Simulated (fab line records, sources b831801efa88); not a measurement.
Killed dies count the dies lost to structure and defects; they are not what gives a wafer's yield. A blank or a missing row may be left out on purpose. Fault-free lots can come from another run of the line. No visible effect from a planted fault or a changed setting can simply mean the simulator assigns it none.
Comparing a struck lot with a sound one + flow sky130 + 21 out of 708 route steps
Sound: the wafers L842.3, L842.5, L842.6. Wafers struck: L851.3, L851.4, L851.5. The cause is given at the end.
For every step that has rows: the tool of each side, followed by ch and its chambers, followed by its first start. Under that, the readings that differ: sound wafers + struck wafers + difference of the means + sigmas: that difference in standard deviations of wafers without a fault.
alike: readings with means less than 2 such deviations apart, plus words and numbers identical on both sides. not compared: withheld readings, readings lacking a value on some wafer, bounds such as >300 that could conceal the same value, and numbers that have no deviation in the record and whose values overlap.
A row with sigmas, a row that says differs or no value, or rows on one side alone: a step with any of these is where the two part. Numbers that have no deviation but don't overlap get no sigmas and don't part them. A reading that every wafer of one side lacks parts them only if that side has two wafers or more.

first, 6 steps without rows for these wafers: SKY_LDD_N_IMPLANT_10; SKY_LDD_N_IMPLANT_11; SKY_LDD_N_IMPLANT_12; SKY_LDD_N_IMPLANT_13; SKY_LDD_N_IMPLANT_14; SKY_LDD_N_IMPLANT_15.
SKY_LDD_N_STRIP_16: strips in O2/N2.
  sound on plasma_asher-04 ch 0,1, day 17 02:39; struck on plasma_asher-04 ch 0,1, day 21 07:44
  alike: chamber_pressure_mTorr, drypump_motor_current_A, oes_product_au, strip_time_to_endpoint_s
  not compared: rf_hours_counter_h
SKY_LDD_N_TW_MEAS_17:
  sound: film_metro-04 at day 17 02:44; struck: film_metro-02 at day 21 07:49
  alike: LDD_N_TW
then, 4 steps without rows for these wafers: SKY_LDD_P_DEHYDRATE_00 (time 60 s); SKY_LDD_P_HMDS_01 (prime time 60 s); SKY_LDD_P_COAT_02 (resist thk 1140 nm); SKY_LDD_P_SOFTBAKE_03 (time 60 s).
SKY_LDD_P_EXPOSE_04: exposes mask PSDM, target cd 380 nm.
  sound on iline_stepper-01 ch 0, day 17 16:53; struck on iline_stepper-01 ch 0, day 21 23:44
| reading | sound                | struck                  | difference | sigmas |
|---------|----------------------|-------------------------|------------|--------|
| mask    | PSDM#0 PSDM#0 PSDM#0 | HVNTM#0 HVNTM#0 HVNTM#0 | differs    |        |
then, 2 steps without rows for these wafers: SKY_LDD_P_PEB_05; SKY_LDD_P_DEVELOP_06 (develop time 60 s).
SKY_LDD_P_CD_MEAS_07 targets a cd of 380 nm.
  sound: cd_sem-01 at day 18 07:12; struck: cd_sem-02 at day 22 14:16
| reading    | sound             | struck | difference                    | sigmas |
|------------|-------------------|--------|-------------------------------|--------|
| cd_nm (nm) | 379.9 381.6 380.2 | - - -  | no value on the struck wafers |        |
SKY_LDD_P_OVL_MEAS_08:
  sound: overlay-02 at day 18 07:18; struck: overlay-01 at day 22 14:22
| reading        | sound       | struck | difference                    | sigmas |
|----------------|-------------|--------|-------------------------------|--------|
| LDD_P_OVL (nm) | 1.8 1.1 1.8 | - - -  | no value on the struck wafers |        |
next, for these wafers, 1 step has no rows: SKY_LDD_P_IMPLANT_09.
SKY_LDD_P_STRIP_10: strips in O2/N2.
  sound on plasma_asher-03 ch 0,1, day 18 07:30; struck on plasma_asher-02 ch 0,1, day 22 14:34
| reading                      | sound             | struck            | difference | sigmas |
|------------------------------|-------------------|-------------------|------------|--------|
| strip_time_to_endpoint_s (s) | 14.29 14.29 14.24 | 14.15 14.16 14.19 | -0.11      | -3     |
  alike: chamber_pressure_mTorr, drypump_motor_current_A, oes_product_au
  not compared: rf_hours_counter_h
SKY_LDD_P_TW_MEAS_11:
  sound: film_metro-02 at day 18 07:35; struck: film_metro-02 at day 22 14:40
| reading  | sound       | struck   | difference | sigmas |
|----------|-------------|----------|------------|--------|
| LDD_P_TW | 643 646 643 | 30 30 30 | -614       | -82    |
then, 1 step without rows for these wafers: SKY_LDD_HVN_DEHYDRATE_00 (time 60 s).

WHERE THEY PART
Earliest at SKY_LDD_P_EXPOSE_04; latest, in this record, at SKY_LDD_P_TW_MEAS_11.

WHY: what had been put in by the simulator
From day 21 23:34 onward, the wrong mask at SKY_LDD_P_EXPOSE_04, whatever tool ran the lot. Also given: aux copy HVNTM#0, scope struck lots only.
